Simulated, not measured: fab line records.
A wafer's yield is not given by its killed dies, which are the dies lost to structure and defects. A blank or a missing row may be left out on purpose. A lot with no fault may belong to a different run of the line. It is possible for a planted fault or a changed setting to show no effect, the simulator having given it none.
Matching of chambers    flow gf180mcu    4 sister chambers for GF_CONTACT_CMP_04 on cmp-01
The step polishes SiO2. 8 wafers are shown with their chamber, then 8 later ones without.

## WAFERS, EACH WITH ITS CHAMBER
wafer   chamber  motor current A (A)  time to endpoint s (s)
L628.2  3        10.1                 113
L628.5  0        11.7                 115
L630.4  0        12.4                 106
L630.5  2        11.4                 113
L631.1  3        10.3                 107
L631.2  1        10.8                 101
L631.3  2        11.0                 107
L641.4  1        11.6                 107

## WAFERS WHOSE CHAMBER IS MISSING
wafer   motor current A (A)  time to endpoint s (s)
L641.5  11.6                 112
L641.6  10.2                 119
L645.1  11.0                 100
L645.4  11.7                 106
L645.5  10.6                 110
L646.1  10.9                 107
L646.2  11.9                 107
L646.4  9.9                  114

## WHICH CHAMBER EACH ONE RAN IN
wafer   from the rows above                in truth
L641.5  can't be placed: 2 or 0 or 1       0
L641.6  can't be placed: 3 or 2            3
L645.1  can't be placed: 1 or 2 or 3       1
L645.4  can't be placed: 0 or 1 or 2       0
L645.5  can't be placed: 3 or 2 or 1       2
L646.1  can't be placed: 1 or 2 or 3 or 0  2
L646.2  can't be placed: 0 or 1 or 2       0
L646.4  3                                  3
Placed correctly: 1 of 8. These rows do not allow placing 7 (true chamber among the candidates in 7). Number placed wrongly: 0.
How it was worked out, from the rows above alone: a wafer's distance from a chamber is the root of the sum, over the readings, of the square of ((its reading less the chamber's mean) divided by the reading's scatter). If the next closest chamber is less than 2 further off than the closest, the wafer can't be placed; otherwise it belongs to the closest. Each chamber's mean is taken over the wafers shown for it. How the scatter is found: for the shown wafers, subtract from each reading the mean of its chamber, square and add these, divide the total by (wafers less chambers), then take the root.
